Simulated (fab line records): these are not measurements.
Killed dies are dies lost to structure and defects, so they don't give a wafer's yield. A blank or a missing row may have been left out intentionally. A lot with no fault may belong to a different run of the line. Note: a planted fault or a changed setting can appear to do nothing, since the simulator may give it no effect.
Which tool did it? + flow sky130 + at 1 step of a route of 708, 7 lots with 21 wafers sampled

== WHAT THE GAUGES READ, wafer by wafer ==
SKY_VT_ADJUST_LVTN_OVL_MEAS_18.
| lot  | measured     | on         | VT_ADJUST_LVTN_01_OVL (nm) |
|------|--------------|------------|----------------------------|
| L594 | day 8 01:23  | overlay-01 | -1.5 -2.2 -1.2             |
| L596 | day 8 16:17  | overlay-02 | 2.1 1.9 1.3                |
| L598 | day 9 02:47  | overlay-01 | -0.2 -0.3 -0.2             |
| L606 | day 11 20:50 | overlay-02 | 0.0 -0.2 0.2               |
| L609 | day 12 08:53 | overlay-02 | 1.5 -0.7 0.8               |
| L613 | day 13 12:39 | overlay-01 | 0.6 1.5 2.3                |
| L616 | day 14 06:50 | overlay-01 | -0.1 1.6 -1.9              |

== EACH LOT AND THE TOOL THAT RAN IT (in order: tool; ch and the chambers of the sampled wafers; start) ==
The record holds no process step before these readings.

== THE ANSWER, worked out from the rows above alone ==
Rule: usual is defined by the lots themselves. Put in order of their means at a reading, lots are off if they are a third of the lots or fewer, leave a main group of 4 or more, and stand apart from it by a gap of 3 or more times the standard deviation of the main group's means; of several such gaps the widest counts. Not used: any main group whose means are identical at the precision the tables above print for the reading. A lot without any number at a reading at which 4 lots or more have one is off too. Any other lot the step has rows for is counted as sound.
No lot is off at any reading shown: from this, nothing can be told.

== WHAT THE SIMULATOR HAD INSERTED ==
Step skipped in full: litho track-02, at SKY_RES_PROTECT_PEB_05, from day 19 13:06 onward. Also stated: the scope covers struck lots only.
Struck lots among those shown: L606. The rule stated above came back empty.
